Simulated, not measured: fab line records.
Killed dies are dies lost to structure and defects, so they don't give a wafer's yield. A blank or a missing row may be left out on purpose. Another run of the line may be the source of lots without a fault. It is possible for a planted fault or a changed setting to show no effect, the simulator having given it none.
fab line records | flow gf180mcu | part 2 of 2: steps 27 to 36 of 36
record lots=5 | wafers=15 | lastDay=32
route steps=602 shown DNWELL@36 NWELL@42 LVPWELL@54 MVSD@66
lots with no fault: from the same line, run without faults
startH: the number of hours between the record's first day and the start of the first shown wafer of the lot | waitH: hours from the lot's prior step to this one | " the same as in the row above | L1.1+2: one row covering several wafers at once | - no value present, or no start provided | * or withheld: withheld | < > ~ a bound
route shown NAME@n: names a module that has steps shown in the file, with the first one's number in the route | usual: mean and standard deviation over wafers with no fault | same: alike in all rows | chamber/n: place in a boat | sites: each site's reading | _std_site: standard deviation across them | _edge_site: inner sites' mean taken away from outer sites' mean | radiusMm: for every site, how far away it sits from the centre of the wafer | mask NAME#n: copy n | behind: the tool/chamber that last shaped the wafer | hold: why the lot was held/for how many hours/how that ended | device: names the non-switching transistor (n, p or np) | end of line: tests run on the same wafers once the route is complete | a step given without rows: its recipe and nothing more | killed: dies that structure and defects cost at the first sort, which is not the same as the wafer's yield | map: dies across one wafer; x = killed, . = not, _ = none there
set.NAME: setting as actually run; set.NAME@STEP: the setting as run at that earlier step | model.NAME: the simulator's own value behind a step, which no gauge read
certain route steps with their lots: each step a table, each wafer a row
services: the hour from which a tool's chamber was out of use, counted from the record's first day as startH (under 0 if before that day), plus the number of hours and why
## steps
# step GF_LVPWELL_IMPLANT_08
# recipe species=B | energyKev=170 | doseCm2=1.5e+13 | tiltDeg=0
# usual beamEnergyKeV=170.01/0.054
lot.wafer | tool         | chamber | startH | waitH | beamEnergyKeV
L074.1    | implanter-03 | 0       | 68.79  | 0.0   | 170.06
L074.2    | "            | 0       | "      | "     | 170.00
L074.6    | "            | 0       | "      | "     | 169.93
L076.2    | implanter-02 | 0       | 80.17  | 0.0   | 169.99
L076.3    | "            | 0       | "      | "     | 170.05
L076.4    | "            | 0       | "      | "     | 170.00
L078.2    | implanter-02 | 0       | 92.02  | 0.0   | 170.00
L078.3    | "            | 0       | "      | "     | 170.01
L078.6    | "            | 0       | "      | "     | 170.10
L080.4    | implanter-03 | 0       | 101.92 | 0.1   | 169.96
L080.5    | "            | 0       | "      | "     | 169.95
L080.6    | "            | 0       | "      | "     | 170.02
L086.2    | implanter-03 | 0       | 132.66 | 0.0   | 169.96
L086.3    | "            | 0       | "      | "     | 170.08
L086.6    | "            | 0       | "      | "     | 170.05
# step GF_LVPWELL_IMPLANT_09
# recipe species=B | energyKev=60 | doseCm2=5e+12 | tiltDeg=0
# usual beamEnergyKeV=60.003/0.019
lot.wafer | tool         | chamber | startH | waitH | beamEnergyKeV
L074.1    | implanter-03 | 0       | 68.94  | 0.1   | 59.975
L074.2    | "            | 0       | "      | "     | 59.970
L074.6    | "            | 0       | "      | "     | 59.973
L076.2    | implanter-02 | 0       | 80.32  | 0.1   | 60.005
L076.3    | "            | 0       | "      | "     | 60.022
L076.4    | "            | 0       | "      | "     | 60.033
L078.2    | implanter-02 | 0       | 92.17  | 0.1   | 59.995
L078.3    | "            | 0       | "      | "     | 59.993
L078.6    | "            | 0       | "      | "     | 59.966
L080.4    | implanter-03 | 0       | 102.07 | 0.1   | 60.040
L080.5    | "            | 0       | "      | "     | 60.017
L080.6    | "            | 0       | "      | "     | 60.028
L086.2    | implanter-03 | 0       | 132.81 | 0.1   | 59.980
L086.3    | "            | 0       | "      | "     | 59.994
L086.6    | "            | 0       | "      | "     | 60.004
# step GF_LVPWELL_STRIP_10
# recipe chemistry=O2/N2 | powerW=1400 | pressureMtorr=1500 | platenTempC=250 | o2FlowSccm=3000 | n2FlowSccm=300 | overashFraction=0.5
# usual drypumpMotorCurrentA=5.6/0.5 | heaterPowerW=338/30 | oesProductAu=0.722/0.0043 | stripTimeToEndpointS=36.96/0.1
lot.wafer | tool           | chamber | startH | waitH | drypumpMotorCurrentA | heaterPowerW | oesProductAu | rfHoursCounterH | stripTimeToEndpointS
L074.1    | plasmaAsher-01 | 0       | 69.09  | 0.1   | 5.1                  | 356          | 0.716        | 28              | 36.83
L074.2    | "              | 1       | "      | "     | 5.0                  | 376          | 0.723        | 28              | 36.81
L074.6    | "              | 0       | "      | "     | 5.1                  | 350          | 0.718        | -               | 36.79
L076.2    | plasmaAsher-01 | 1       | 80.45  | 0.1   | 5.0                  | 371          | 0.724        | 29              | 36.92
L076.3    | "              | 0       | "      | "     | 5.1                  | 351          | 0.723        | -               | 36.87
L076.4    | "              | 1       | "      | "     | 5.0                  | 380          | 0.723        | -               | 36.87
L078.2    | plasmaAsher-04 | 0       | 92.30  | 0.1   | 5.7                  | 326          | 0.727        | 41              | 36.84
L078.3    | "              | 1       | "      | "     | 6.4                  | 335          | 0.727        | -               | 36.83
L078.6    | "              | 0       | "      | "     | 5.7                  | 321          | 0.718        | -               | 36.71
L080.4    | plasmaAsher-02 | 0       | 102.18 | 0.1   | 5.6                  | 271          | 0.730        | -               | 37.04
L080.5    | "              | 1       | "      | "     | 5.7                  | 339          | 0.724        | -               | 36.95
L080.6    | "              | 0       | "      | "     | 5.6                  | 264          | 0.722        | -               | 37.06
L086.2    | plasmaAsher-01 | 0       | 132.94 | 0.1   | 5.1                  | 357          | 0.721        | 35              | 37.03
L086.3    | "              | 0       | "      | "     | 5.1                  | 361          | 0.715        | -               | 36.93
L086.6    | "              | 1       | "      | "     | 5.0                  | 382          | 0.721        | -               | 36.83
# step GF_LVPWELL_TW_MEAS_11
# usual LVPWELL_TW=562/5.9
lot.wafer | tool         | chamber | startH | waitH | LVPWELL_TW
L074.1    | filmMetro-02 | -       | 69.19  | 0.1   | 556
L074.2    | "            | -       | "      | "     | 555
L074.6    | "            | -       | "      | "     | 554
L076.2    | filmMetro-04 | -       | 80.56  | 0.1   | 566
L076.3    | "            | -       | "      | "     | 562
L076.4    | "            | -       | "      | "     | 566
L078.2    | filmMetro-04 | -       | 92.41  | 0.1   | 565
L078.3    | "            | -       | "      | "     | 563
L078.6    | "            | -       | "      | "     | 568
L080.4    | filmMetro-02 | -       | 102.28 | 0.1   | 551
L080.5    | "            | -       | "      | "     | 551
L080.6    | "            | -       | "      | "     | 555
L086.2    | filmMetro-04 | -       | 133.05 | 0.1   | 568
L086.3    | "            | -       | "      | "     | 571
L086.6    | "            | -       | "      | "     | 571
# step GF_MVSD_DEHYDRATE_00
# recipe tempC=200 | timeS=60
# usual exhaustPa=45.0/0.86
lot.wafer | tool          | chamber | startH | waitH | exhaustPa
L074.1    | lithoTrack-03 | 0       | 75.40  | 6.2   | 44.6
L074.2    | "             | 0       | "      | "     | 44.8
L074.6    | "             | 0       | "      | "     | 44.4
L076.2    | lithoTrack-01 | 0       | 86.99  | 6.4   | 45.7
L076.3    | "             | 0       | "      | "     | 45.3
L076.4    | "             | 0       | "      | "     | 45.3
L078.2    | lithoTrack-01 | 0       | 98.94  | 6.5   | 44.6
L078.3    | "             | 0       | "      | "     | 44.2
L078.6    | "             | 0       | "      | "     | 45.5
L080.4    | lithoTrack-01 | 0       | 106.43 | 4.1   | 46.5
L080.5    | "             | 0       | "      | "     | 47.6
L080.6    | "             | 0       | "      | "     | 46.8
L086.2    | lithoTrack-03 | 0       | 139.93 | 6.9   | 45.8
L086.3    | "             | 0       | "      | "     | 45.0
L086.6    | "             | 0       | "      | "     | 44.8
# step GF_MVSD_HMDS_01
# recipe primeTimeS=60 | primeTempC=120
# usual exhaustPa=45.0/0.97
lot.wafer | tool          | chamber | startH | waitH | exhaustPa
L074.1    | lithoTrack-03 | 0       | 75.55  | 0.1   | 43.3
L074.2    | "             | 0       | "      | "     | 42.8
L074.6    | "             | 0       | "      | "     | 43.5
L076.2    | lithoTrack-01 | 0       | 87.14  | 0.1   | 45.4
L076.3    | "             | 0       | "      | "     | 44.8
L076.4    | "             | 0       | "      | "     | 44.7
L078.2    | lithoTrack-01 | 0       | 99.09  | 0.1   | 43.5
L078.3    | "             | 0       | "      | "     | 45.0
L078.6    | "             | 0       | "      | "     | 44.0
L080.4    | lithoTrack-01 | 0       | 106.58 | 0.1   | 45.1
L080.5    | "             | 0       | "      | "     | 46.1
L080.6    | "             | 0       | "      | "     | 43.6
L086.2    | lithoTrack-03 | 0       | 140.08 | 0.1   | 45.5
L086.3    | "             | 0       | "      | "     | 44.7
L086.6    | "             | 0       | "      | "     | 45.0
# step GF_MVSD_COAT_02
# recipe spinRpm=2000 | resistThkNm=3000
# usual exhaustPa=44.9/0.84
lot.wafer | tool          | chamber | startH | waitH | exhaustPa
L074.1    | lithoTrack-03 | 0       | 75.70  | 0.1   | 45.4
L074.2    | "             | 0       | "      | "     | 43.4
L074.6    | "             | 0       | "      | "     | 43.9
L076.2    | lithoTrack-01 | 0       | 87.29  | 0.1   | 44.6
L076.3    | "             | 0       | "      | "     | 44.5
L076.4    | "             | 0       | "      | "     | 44.1
L078.2    | lithoTrack-01 | 0       | 99.24  | 0.1   | 44.8
L078.3    | "             | 0       | "      | "     | 44.2
L078.6    | "             | 0       | "      | "     | 44.5
L080.4    | lithoTrack-01 | 0       | 106.73 | 0.1   | 44.9
L080.5    | "             | 0       | "      | "     | 45.7
L080.6    | "             | 0       | "      | "     | 45.8
L086.2    | lithoTrack-03 | 0       | 140.23 | 0.1   | 45.4
L086.3    | "             | 0       | "      | "     | 44.3
L086.6    | "             | 0       | "      | "     | 45.1
# step GF_MVSD_SOFTBAKE_03
# recipe tempC=110 | timeS=withheld
# usual exhaustPa=45.0/0.83
lot.wafer | tool          | chamber | startH | waitH | exhaustPa
L074.1    | lithoTrack-03 | 0       | 75.85  | 0.1   | 45.3
L074.2    | "             | 0       | "      | "     | 45.0
L074.6    | "             | 0       | "      | "     | 45.1
L076.2    | lithoTrack-01 | 0       | 87.44  | 0.1   | 45.8
L076.3    | "             | 0       | "      | "     | 46.3
L076.4    | "             | 0       | "      | "     | 46.0
L078.2    | lithoTrack-01 | 0       | 99.39  | 0.1   | 44.4
L078.3    | "             | 0       | "      | "     | 45.3
L078.6    | "             | 0       | "      | "     | 44.9
L080.4    | lithoTrack-01 | 0       | 106.91 | 0.1   | 44.5
L080.5    | "             | 0       | "      | "     | 44.0
L080.6    | "             | 0       | "      | "     | 44.5
L086.2    | lithoTrack-03 | 0       | 140.39 | 0.1   | 46.4
L086.3    | "             | 0       | "      | "     | 45.0
L086.6    | "             | 0       | "      | "     | 45.8
# step GF_MVSD_EXPOSE_04
# recipe maskId=MVSD | targetCdNm=1000 | na=0.6 | sourceShape=conventional | sigmaOuter=0.6 | doseMj=260
lot.wafer  | tool            | chamber | startH | waitH | mask
L074.1+2+6 | ilineStepper-02 | 0       | -      | -     | MVSD#0
L076.2+3+4 | ilineStepper-01 | 0       | -      | -     | MVSD#0
L078.2+3+6 | ilineStepper-01 | 0       | -      | -     | MVSD#0
L080.4+5+6 | ilineStepper-02 | 0       | -      | -     | MVSD#0
L086.2+3+6 | ilineStepper-02 | 0       | -      | -     | MVSD#0
# step GF_MVSD_PEB_05
# recipe tempC=115 | timeS=withheld
# usual exhaustPa=44.9/0.88
lot.wafer | tool          | chamber | startH | waitH | exhaustPa
L074.1    | lithoTrack-04 | 0       | -      | -     | 45.3
L074.2    | "             | 0       | "      | "     | 44.5
L074.6    | "             | 0       | "      | "     | 44.8
L076.2    | lithoTrack-03 | 0       | -      | -     | 45.1
L076.3    | "             | 0       | "      | "     | 45.0
L076.4    | "             | 0       | "      | "     | 44.6
L078.2    | lithoTrack-04 | 0       | -      | -     | 42.6
L078.3    | "             | 0       | "      | "     | 42.5
L078.6    | "             | 0       | "      | "     | 43.1
L080.4    | lithoTrack-04 | 0       | -      | -     | 45.0
L080.5    | "             | 0       | "      | "     | 46.4
L080.6    | "             | 0       | "      | "     | 45.3
L086.2    | lithoTrack-03 | 0       | -      | -     | 44.9
L086.3    | "             | 0       | "      | "     | 44.9
L086.6    | "             | 0       | "      | "     | 45.2
## services
tool            | chamber | startH | hours | kind
plasmaAsher-03  | -       | 29.41  | 7.9   | repair
ilineStepper-01 | -       | 51.29  | 2.1   | pm
ilineStepper-01 | -       | 53.37  | -     | consumableReplace:lamp
plasmaAsher-03  | -       | 57.34  | 14.6  | repair
implanter-04    | -       | 58.00  | 6.7   | repair
implanter-03    | -       | 61.16  | 0.6   | repair
implanter-04    | -       | 61.67  | 1.8   | repair
plasmaAsher-01  | -       | 71.57  | 1.4   | repair
implanter-03    | -       | 79.05  | 1.4   | repair
implanter-02    | -       | 83.57  | 3.9   | repair
implanter-04    | -       | 92.93  | 0.6   | repair
ilineStepper-02 | -       | 108.22 | 1.7   | pm
plasmaAsher-02  | -       | 108.75 | 9.0   | pm
plasmaAsher-02  | 0       | 108.75 | 9.0   | ventCycle
plasmaAsher-02  | 1       | 108.75 | 9.0   | ventCycle
implanter-02    | -       | 112.31 | 2.3   | repair
plasmaAsher-04  | -       | 115.48 | 7.0   | repair
plasmaAsher-02  | 0       | 117.75 | -     | clean
plasmaAsher-02  | 1       | 117.75 | -     | clean
plasmaAsher-01  | -       | 125.46 | 1.8   | repair
lithoTrack-01   | -       | 132.26 | -     | consumableReplace:filter
ilineStepper-02 | 0       | 135.34 | -     | calibration
ilineStepper-01 | -       | 140.19 | 6.0   | repair
